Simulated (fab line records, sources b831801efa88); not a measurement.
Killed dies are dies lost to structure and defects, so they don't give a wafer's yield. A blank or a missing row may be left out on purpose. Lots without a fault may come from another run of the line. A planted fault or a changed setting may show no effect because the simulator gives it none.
A struck lot beside a sound one | flow sky130 | 17 steps out of a route of 708
Sound: wafers L469.1, L469.2, L469.6. Struck: wafers L467.2, L467.4, L467.5. The cause comes at the end.
At each step with rows: each side's tool, then ch and its chambers, then its first start. Under that, the readings that differ: sound wafers | struck wafers | difference of the means | sigmas: that difference in standard deviations of wafers without a fault.
alike: readings whose means differ by less than 2 such deviations, and words and numbers that are the same on both sides. not compared: withheld readings, readings that some wafer has no value for, bounds like >300 that may hide the same value, and numbers for which the record gives no deviation and whose values overlap.
The two part at a step that has a row with sigmas, a row that says differs or no value, or rows on one side only. Numbers that don't overlap but have no deviation are shown without sigmas and don't part them. A reading that every wafer of one side lacks parts them only if that side has two wafers or more.

first, 3 steps without rows for these wafers: SKY_LI_CONTACT_EXPOSE_09 (exposes mask LICM1, target cd 170 nm); SKY_LI_CONTACT_PEB_10; SKY_LI_CONTACT_DEVELOP_11 (develop time 60 s).
SKY_LI_CONTACT_CD_MEAS_12: target cd 170 nm.
  sound on cd_sem-01, day 34 17:14; struck on cd_sem-01, day 34 02:03
  alike: cd_nm
SKY_LI_CONTACT_OVL_MEAS_13:
  sound on overlay-01, day 34 17:22; struck on overlay-01, day 34 02:09
  alike: LI_CONTACT_OVL
SKY_LI_CONTACT_ETCH_14: etches BARC in N2/H2, stops on SiO2, time 45.9 s, target depth 60 nm.
  sound on rie_diel-01 ch 0,3, day 34 17:23; struck on rie_diel-02 ch 1,2,3, day 34 02:11
  alike: bias_w, drypump_motor_current_A, n2_flow_sccm, oes_product_au, throttle_valve_pct
  not compared: rf_hours_counter_h
SKY_LI_CONTACT_ETCH_15: etches PSG in C4F8/O2/Ar, stops on Si, target depth 600 nm.
  sound on rie_diel-01 ch 0,3, day 34 17:26; struck on rie_diel-02 ch 1,2,3, day 34 02:14
  alike: bias_w, oes_product_au
SKY_LI_CONTACT_STRIP_16: strips in O2/N2.
  sound on plasma_asher-02 ch 0,1, day 34 17:31; struck on plasma_asher-02 ch 1, day 34 02:19
  alike: drypump_motor_current_A, n2_flow_sccm, oes_product_au, strip_time_to_endpoint_s
  not compared: rf_hours_counter_h
then, 2 steps without rows for these wafers: SKY_LI_CONTACT_CLEAN_17 (cleans in NMP, time 600 s); SKY_LI_CONTACT_PRE_CLEAN_18 (time 5.6 s).
SKY_LI_CONTACT_SPUTTER_19: material Ti, target thk 20 nm, time 106.37 s.
  sound on pvd_sputter-01, day 34 17:49; struck on pvd_sputter-02, day 34 02:37
  alike: throttle_valve_pct
SKY_LI_CONTACT_SPUTTER_20: material TiN, target thk 20 nm, time 80 s.
  sound on pvd_sputter-01, day 34 17:53; struck on pvd_sputter-02, day 34 02:42
  alike: throttle_valve_pct
SKY_LI_CONTACT_CVD_21: deposits W, target thk 400 nm, time 120.56 s.
  sound on cvd_w-01 ch 0,1, day 34 17:57; struck on cvd_w-01 ch 0,1, day 34 02:46
  no value came back on the struck wafers for chamber_pressure_Torr (Torr), heater_power_outer_w (W), heater_power_w (W), time_s (s); on the sound wafers chamber_pressure_Torr (Torr) reads 40.01 40.04 40.00
SKY_LI_CONTACT_RS_MEAS_22: measures by four-point-probe.
  sound on film_metro-03, day 34 18:05; struck on film_metro-01, day 34 02:54
  reading                  | sound             | struck               | difference | sigmas
  LI_CONTACT_W_RS (ohm/sq) | 0.284 0.281 0.281 | 24.974 24.911 24.716 | +24.585    | +99 or more
SKY_LI_CONTACT_THK_MEAS_23: measures by xrf.
  sound on film_metro-03, day 34 18:12; struck on film_metro-01, day 34 03:01
  reading               | sound       | struck   | difference | sigmas
  LI_CONTACT_W_THK (nm) | 386 391 388 | <0 <0 <0 | differs    |
SKY_LI_CONTACT_CMP_24: polishes, stops on PSG, t overpolish 20 s, target thk 0 nm.
  sound on cmp-02 ch 0,2, day 34 18:19; struck on cmp-01 ch 0,2,3, day 34 03:07
  reading                | sound    | struck | difference | sigmas
  time_to_endpoint_s (s) | 92 93 93 | 7 6 3  | -87        | -26
  alike: motor_current_A
-- the record jumps here: 15 days lie between the struck wafers' starts before and after (it left off in module LI_CONTACT and takes up again in module PAD_OPEN, whose first step shown is number 708 of the route) --
SKY_PAD_OPEN_PROBE_99:
  sound on prober-02, day 49 17:10; struck on prober-02, day 49 09:01
  reading            | sound    | struck      | difference | sigmas
  killed_at_contacts | 33 21 20 | 445 430 420 | +407       | +73
  killed_dies        | 95 95 97 | 492 492 492 | +396       | +40
  killed_on_rim      | 15 21 19 | 96 96 96    | +78        | +21
  alike: killed_at_M0_to_M3, killed_at_M4_up, killed_at_front_end, killed_at_other, killed_open, killed_short

WHERE THEY PART
First at SKY_LI_CONTACT_CVD_21; last, within this record, at SKY_PAD_OPEN_PROBE_99.

WHY: what the simulator had put in
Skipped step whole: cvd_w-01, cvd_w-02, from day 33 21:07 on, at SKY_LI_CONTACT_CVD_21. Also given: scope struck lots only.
